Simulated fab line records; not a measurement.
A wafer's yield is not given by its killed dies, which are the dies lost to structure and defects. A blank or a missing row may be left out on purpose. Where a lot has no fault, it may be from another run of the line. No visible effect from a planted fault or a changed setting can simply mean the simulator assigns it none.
Comparing a struck lot with a sound one    flow sfq line    26 steps out of a route of 325
Sound: these wafers, L130.4, L130.5, L130.6. Struck: wafers L132.2, L132.4. (L132.6 of the same lot was not struck and is left out.) The cause comes at the end.
Order at every step that has rows: each side's tool, ch and its chambers, its first start. Under that, the readings that differ: sound wafers    struck wafers    difference of the means    sigmas: that difference in standard deviations of wafers without a fault.
alike: words and numbers the same on both sides, and readings whose means are apart by under 2 such deviations; not compared: readings that were withheld, readings missing a value for some wafer, numbers with overlapping values and no deviation given by the record, and bounds like >300 which may hide the same value.
Wherever a step has rows on one side only, a row that says differs or no value, or a row with sigmas, the two part there. Numbers that don't overlap but have no deviation are shown without sigmas and don't part them. A reading that every wafer of one side lacks parts them only if that side has two wafers or more.

SFQ_L0_RS_MEAS_901: the measuring method here is four-point-probe.
  sound on film metro-02 at day 2 08:37; struck on film metro-04 at day 2 18:35
  alike: L0_MONX_KI_RS
SFQ_L0_THK_MEAS_902: measures by xrf.
  sound on film metro-02 at day 2 08:43; struck on film metro-04 at day 2 18:41
reading              sound           struck     difference  sigmas
L0_MONX_KI_THK (nm)  39.6 39.4 39.5  41.0 40.2  +1.1        +2
then, 6 steps without rows for these wafers: SFQ_TRILAYER_L0_LITHO_COAT_010 (resist thk 62 nm); SFQ_TRILAYER_L0_LITHO_COAT_005 (resist thk 600 nm); SFQ_TRILAYER_L0_LITHO_SOFTBAKE_009; SFQ_TRILAYER_L0_LITHO_EXPOSE_006 (exposes mask L0, target cd 2000 nm); SFQ_TRILAYER_L0_LITHO_PEB_008 (peb time 60 s); SFQ_TRILAYER_L0_LITHO_DEVELOP_007 (time 60 s).
-- the record jumps here: 3 days lie between the struck wafers' starts before and after --
SFQ_TRILAYER_L0_BARC_OPEN_METAL_ETCH_010: etches BARC in O2, target depth 125 nm, time 41.7 s.
  sound on rie metal-01 ch 0,1, day 5 11:26; struck on rie metal-04 ch 0, day 5 22:13
  alike: drypump motor current A, oes product au
  not compared: rf hours counter h
SFQ_TRILAYER_L0_ETCH_METAL_ETCH_008: etches MoNx KI in SF6/O2, stops on SiO2, target depth 50 nm, time 25 s.
  sound on rie metal-01 ch 0,1, day 5 11:29; struck on rie metal-04 ch 0, day 5 22:16
  alike: drypump motor current A, oes product au
  not compared: rf hours counter h
SFQ_TRILAYER_L0_STRIP_STRIP_009: strips in O2.
  sound on rie metal-01 ch 0,1, day 5 11:43; struck on rie metal-04 ch 0, day 5 22:19
reading                sound              struck       difference  sigmas
oes product au (a.u.)  1.000 1.004 1.004  0.988 0.984  -0.017      -2
  alike: drypump motor current A
  not compared: rf hours counter h
then, 1 step without rows for these wafers: SFQ_TRILAYER_L0_STRIP_SOLV_CLEAN_010 (cleans in NMP, time 600 s).
SFQ_TRILAYER_L0_CAP_PECVD_011: deposits SiO2 from SiH4/N2O, time 13.333 s, target thk 60 nm.
  sound on pecvd-03 ch 0,1,2, day 5 12:18; struck on pecvd-03 ch 1, day 5 23:05
reading                                              sound             struck       difference  sigmas
model.SiO2_of_TRILAYER_L0_CAP_PECVD_011.thk nm (nm)  60.54 59.2 59.86  40.49 40.86  -19.19      
  alike: heater power w, throttle valve pct
  not compared: since wet clean h
then, 6 steps without rows for these wafers: SFQ_TRILAYER_L0_VIA_LITHO_COAT_018 (resist thk 62 nm); SFQ_TRILAYER_L0_VIA_LITHO_COAT_013 (resist thk 650 nm); SFQ_TRILAYER_L0_VIA_LITHO_SOFTBAKE_017; SFQ_TRILAYER_L0_VIA_LITHO_EXPOSE_014 (exposes mask L0V, target cd 700 nm); SFQ_TRILAYER_L0_VIA_LITHO_PEB_016 (peb time 60 s); SFQ_TRILAYER_L0_VIA_LITHO_DEVELOP_015 (time 60 s).
-- the record jumps here: 4 days lie between the struck wafers' starts before and after --
SFQ_L0V_OVL_MEAS_903:
  sound on overlay-01 at day 9 02:35; struck on overlay-01 at day 9 19:22
  alike: L0V_OVL
SFQ_TRILAYER_L0_VIA_BARC_OPEN_VIA_ETCH_021: etches BARC in O2, target depth 125 nm, time 41.7 s.
  sound on rie diel-04 ch 2,3, day 9 02:36; struck on rie diel-04 ch 0,3, day 9 19:24
  alike: drypump motor current A, oes product au
  not compared: rf hours counter h
SFQ_TRILAYER_L0_VIA_ETCH_VIA_ETCH_016: etches SiO2 in CHF3, stops on MoNx KI, target depth 80 nm.
  sound on rie diel-04 ch 2,3, day 9 02:38; struck on rie diel-04 ch 0,3, day 9 19:26
reading                          sound              struck       difference  sigmas
oes product au (a.u.)            0.855 0.827 0.837  0.694 0.693  -0.146      -21
model.L0V.feature depth nm (nm)  60.54 59.2 59.86   40.49 40.86  -19.19      
model.etch.depth nm (nm)         60.54 59.2 59.86   40.49 40.86  -19.19      
  alike: drypump motor current A
SFQ_TRILAYER_L0_VIA_STRIP_STRIP_017: strips in O2.
  sound on rie metal-04 ch 0,1, day 9 02:53; struck on rie metal-04 ch 0,1, day 9 19:29
  alike: drypump motor current A, oes product au
  not compared: rf hours counter h
then, 1 step without rows for these wafers: SFQ_TRILAYER_L0_VIA_STRIP_SOLV_CLEAN_018 (cleans in NMP, time 600 s).
SFQ_TRILAYER_M0_DEP_PRE_CLEAN_020: time 15 s.
  sound on pvd sputter-05 at day 9 03:28; struck on pvd sputter-05 at day 9 20:16
reading                                              sound             struck       difference  sigmas
model.SiO2_of_TRILAYER_L0_CAP_PECVD_011.thk nm (nm)  55.54 54.2 54.86  35.49 35.86  -19.19      
then, 1 step without rows for these wafers: SFQ_TRILAYER_M0_DEP_SPUTTER_019 (material Nb, target thk 200 nm, time 133.3 s).

WHERE THEY PART
First at SFQ_L0_THK_MEAS_902; last, within this record, at SFQ_TRILAYER_L0_VIA_ETCH_VIA_ETCH_016. Later steps at which nothing parts them and some readings are alike: SFQ_TRILAYER_L0_VIA_STRIP_STRIP_017.

WHY: whatever the simulator had introduced
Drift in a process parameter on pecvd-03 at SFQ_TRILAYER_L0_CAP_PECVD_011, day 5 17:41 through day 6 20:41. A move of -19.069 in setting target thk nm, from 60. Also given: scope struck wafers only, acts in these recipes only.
